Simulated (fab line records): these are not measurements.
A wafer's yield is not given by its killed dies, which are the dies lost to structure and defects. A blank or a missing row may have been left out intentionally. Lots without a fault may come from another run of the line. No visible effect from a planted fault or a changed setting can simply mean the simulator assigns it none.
A lot that was struck, set against a sound lot -- flow sky130 -- 22 out of 708 route steps
Sound: the wafers L462.1, L462.2, L462.6. Struck: wafers L460.3, L460.5, L460.6. The cause is named last.
Per side, at each step with rows, come the tool, then ch with its chambers, and then its first start. Under that, the readings that differ: sound wafers -- struck wafers -- difference of the means -- sigmas: that difference in standard deviations of wafers without a fault.
alike: readings whose means differ by less than 2 such deviations, and words and numbers that are the same on both sides. not compared: withheld readings, readings that some wafer has no value for, bounds like >300 that may hide the same value, and numbers for which the record gives no deviation and whose values overlap.
A row with sigmas, a row that says differs or no value, or rows on one side alone: a step with any of these is where the two part. When numbers do not overlap yet have no deviation, they are printed without sigmas and do not part them. A reading missing from all wafers of one side parts the sides only when that side holds two or more wafers.

first, 8 steps without rows for these wafers: SKY_DNWELL_DEHYDRATE_00 (time 60 s); SKY_DNWELL_HMDS_01 (prime time 60 s); SKY_DNWELL_COAT_02 (resist thk 3000 nm); SKY_DNWELL_SOFTBAKE_03; SKY_DNWELL_EXPOSE_04 (exposes mask DNM, target cd 3000 nm); SKY_DNWELL_PEB_05; SKY_DNWELL_DEVELOP_06 (develop time 60 s); SKY_DNWELL_IMPLANT_07.
SKY_DNWELL_STRIP_08: strips in O2/N2.
  sound on plasma asher-04 ch 0,1, day 6 05:41; struck on plasma asher-02 ch 0,1, day 5 21:38
  alike: chamber pressure mTorr, drypump motor current A, oes product au, strip time to endpoint s
  not compared: rf hours counter h
SKY_DNWELL_TW_MEAS_09:
  sound on film metro-01 at day 6 05:47; struck on film metro-03 at day 5 21:43
reading,sound,struck,difference,sigmas
DNWELL_TW,1099 1106 1103,1120 1117 1116,+15,+2
then, 2 steps without rows for these wafers: SKY_PWDE_DEHYDRATE_00 (time 60 s); SKY_PWDE_HMDS_01 (prime time 60 s).
SKY_PWDE_COAT_02: resist thk 3000 nm.
  sound on litho track-01 ch 0, day 6 14:55; struck on litho track-03 ch 0, day 6 06:56
reading,sound,struck,difference,sigmas
model.coat_of_PWDE_COAT_02.thk nm (nm),3017 3013 3013,957.4 955.7 958,-2057.3,
then, 3 steps without rows for these wafers: SKY_PWDE_SOFTBAKE_03; SKY_PWDE_EXPOSE_04 (exposes mask PWDEM, target cd 840 nm); SKY_PWDE_PEB_05.
SKY_PWDE_DEVELOP_06: develop time 60 s.
  sound: litho track-03 ch 0; struck: litho track-02 ch 0
reading,sound,struck,difference,sigmas
model.coat_of_PWDE_COAT_02.thk nm (nm),3013 3009 3009,953.1 951.4 953.7,-2057.6,
SKY_PWDE_OVL_MEAS_07:
  sound on overlay-02 at day 7 00:56; struck on overlay-02 at day 6 15:54
  alike: PWDE_OVL
after that, 1 step had no rows for these wafers: SKY_PWDE_IMPLANT_08.
SKY_PWDE_STRIP_09: strips in O2/N2.
  sound on plasma asher-02 ch 0,1, day 7 01:08; struck on plasma asher-01 ch 0,1, day 6 16:07
reading,sound,struck,difference,sigmas
strip time to endpoint s (s),37.11 37.05 37.06,12.90 12.88 12.91,-24.18,-99 or more
  alike: chamber pressure mTorr, drypump motor current A, oes product au
  not compared: rf hours counter h
SKY_PWDE_TW_MEAS_10:
  sound on film metro-03 at day 7 01:14; struck on film metro-03 at day 6 16:12
  alike: PWDE_TW
-- the record jumps here: 42 days lie between the struck wafers' starts before and after (it left off in module PWDE and takes up again in module PAD_OPEN, whose first step shown is number 708 of the route) --
SKY_PAD_OPEN_PROBE_99:
  record: rows for the struck wafers here (prober-01, day 48 16:07), none for the sound ones

WHERE THEY PART
Earliest at SKY_DNWELL_TW_MEAS_09; latest, in this record, at SKY_PAD_OPEN_PROBE_99.

WHY: what had been put in by the simulator
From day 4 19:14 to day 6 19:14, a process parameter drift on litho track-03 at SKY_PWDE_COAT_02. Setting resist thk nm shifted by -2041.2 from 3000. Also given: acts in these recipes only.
